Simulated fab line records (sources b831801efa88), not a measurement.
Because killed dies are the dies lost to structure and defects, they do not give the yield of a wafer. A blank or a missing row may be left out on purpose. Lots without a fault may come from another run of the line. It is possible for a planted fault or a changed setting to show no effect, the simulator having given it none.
Comparing a struck lot with a sound one -- flow sky130 -- 15 steps out of a route of 708
Sound: these wafers, L787.2, L787.3, L787.4. The struck wafers were L797.2, L797.4, L797.6. The cause is named last.
Each step with rows lists, per side, the tool, then ch with its chambers, then its first start. Under that, the readings that differ: sound wafers -- struck wafers -- difference of the means -- sigmas: that difference in standard deviations of wafers without a fault.
alike: readings whose means differ by less than 2 such deviations, and words and numbers that are the same on both sides. not compared: withheld readings, readings that some wafer has no value for, bounds like >300 that may hide the same value, and numbers for which the record gives no deviation and whose values overlap.
Wherever a step has rows on one side only, a row that says differs or no value, or a row with sigmas, the two part there. Numbers that have no deviation but don't overlap get no sigmas and don't part them. A reading that every wafer of one side lacks parts them only if that side has two wafers or more.

first, 4 steps without rows for these wafers: SKY_RES_XHIGH_EXPOSE_04 (exposes mask URPM, target cd 1270 nm); SKY_RES_XHIGH_PEB_05; SKY_RES_XHIGH_DEVELOP_06 (develop time 60 s); SKY_RES_XHIGH_IMPLANT_07.
SKY_RES_XHIGH_STRIP_08: strips in O2/N2.
  sound on plasma-asher-02 ch 0,1, day 27 10:04; struck on plasma-asher-04 ch 0,1, day 31 11:03
  alike: drypump-motor-current-A, oes-product-au, strip-time-to-endpoint-s
  not compared: rf-hours-counter-h
SKY_RES_XHIGH_TW_MEAS_09:
  sound on film-metro-01, day 27 10:10; struck on film-metro-03, day 31 11:10
reading,sound,struck,difference,sigmas
RES_XHIGH_TW,1666 1655 1660,1634 1646 1644,-19,-2
then, 6 steps without rows for these wafers: SKY_SD_N_DEHYDRATE_00 (time 60 s); SKY_SD_N_HMDS_01 (prime time 60 s); SKY_SD_N_COAT_02 (resist thk 1140 nm); SKY_SD_N_SOFTBAKE_03 (time 60 s); SKY_SD_N_EXPOSE_04 (exposes mask NSDM, target cd 380 nm); SKY_SD_N_PEB_05.
SKY_SD_N_DEVELOP_06: develop time 60 s.
  sound on litho-track-04 ch 0, day 28 13:37; struck on litho-track-04 ch 0, day 32 14:37
reading,sound,struck,difference,sigmas
developer-temp-C (C),22.93 22.86 23.00,22.24 22.22 22.13,-0.73,-6
SKY_SD_N_CD_MEAS_07: the cd target is 380 nm.
  sound on cd-sem-02, day 28 13:46; struck on cd-sem-01, day 32 14:46
  alike: cd-nm
then, 1 step without rows for these wafers: SKY_PAD_OPEN_PROBE_99.

WHERE THEY PART
At SKY_RES_XHIGH_TW_MEAS_09 first; at SKY_SD_N_DEVELOP_06 last (within this record only). Later steps at which nothing parts them and some readings are alike: SKY_SD_N_CD_MEAS_07.

WHY: what had been put in by the simulator
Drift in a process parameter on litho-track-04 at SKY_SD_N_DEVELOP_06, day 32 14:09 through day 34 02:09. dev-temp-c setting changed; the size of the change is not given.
